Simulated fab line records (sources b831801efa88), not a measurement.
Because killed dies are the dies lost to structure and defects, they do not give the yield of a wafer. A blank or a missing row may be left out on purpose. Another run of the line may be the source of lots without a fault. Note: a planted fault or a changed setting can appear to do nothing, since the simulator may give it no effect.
Chamber matching -- flow gf180mcu -- cmp-01 running GF_V3_CMP_04: 4 sister chambers
The step polishes SiO2. 8 wafers are shown with their chamber, then 8 later ones without.

WAFERS PAIRED WITH THEIR CHAMBERS
wafer,chamber,motor_current_A (A),time_to_endpoint_s (s)
L241.3,1,11.4,90
L241.6,2,12.8,81
L250.2,3,12.9,73
L250.5,3,13.3,79
L250.6,2,12.9,82
L251.4,1,11.3,87
L251.6,0,13.2,86
L253.4,0,14.3,79

WAFERS MISSING THEIR CHAMBER
wafer,motor_current_A (A),time_to_endpoint_s (s)
L253.5,12.5,77
L253.6,13.8,84
L255.2,13.0,80
L255.3,11.5,93
L255.4,13.4,82
L256.2,11.4,94
L256.4,13.1,82
L256.6,14.4,83

WHICH CHAMBER EACH ONE RAN IN
wafer,from the rows above,in truth
L253.5,can't be placed: 3 or 2 or 0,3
L253.6,can't be placed: 0 or 2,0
L255.2,can't be placed: 2 or 3 or 0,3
L255.3,1,1
L255.4,can't be placed: 0 or 2 or 3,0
L256.2,1,1
L256.4,can't be placed: 2 or 0 or 3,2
L256.6,0,0
3 of 8 placed correctly. Not placeable from these rows: 5 (in 5, the candidates include the true chamber). Placed wrongly: 0.
How it was worked out, from the rows above alone: a wafer's distance from a chamber is the root of the sum, over the readings, of the square of ((its reading less the chamber's mean) divided by the reading's scatter). The wafer belongs to the nearest chamber; if the next one is less than 2 further off, it can't be placed. The mean given for a chamber averages the wafers shown for that chamber. The scatter: the root of (the sum of the squares of (reading less its chamber's mean) over the shown wafers, divided by (wafers less chambers)).
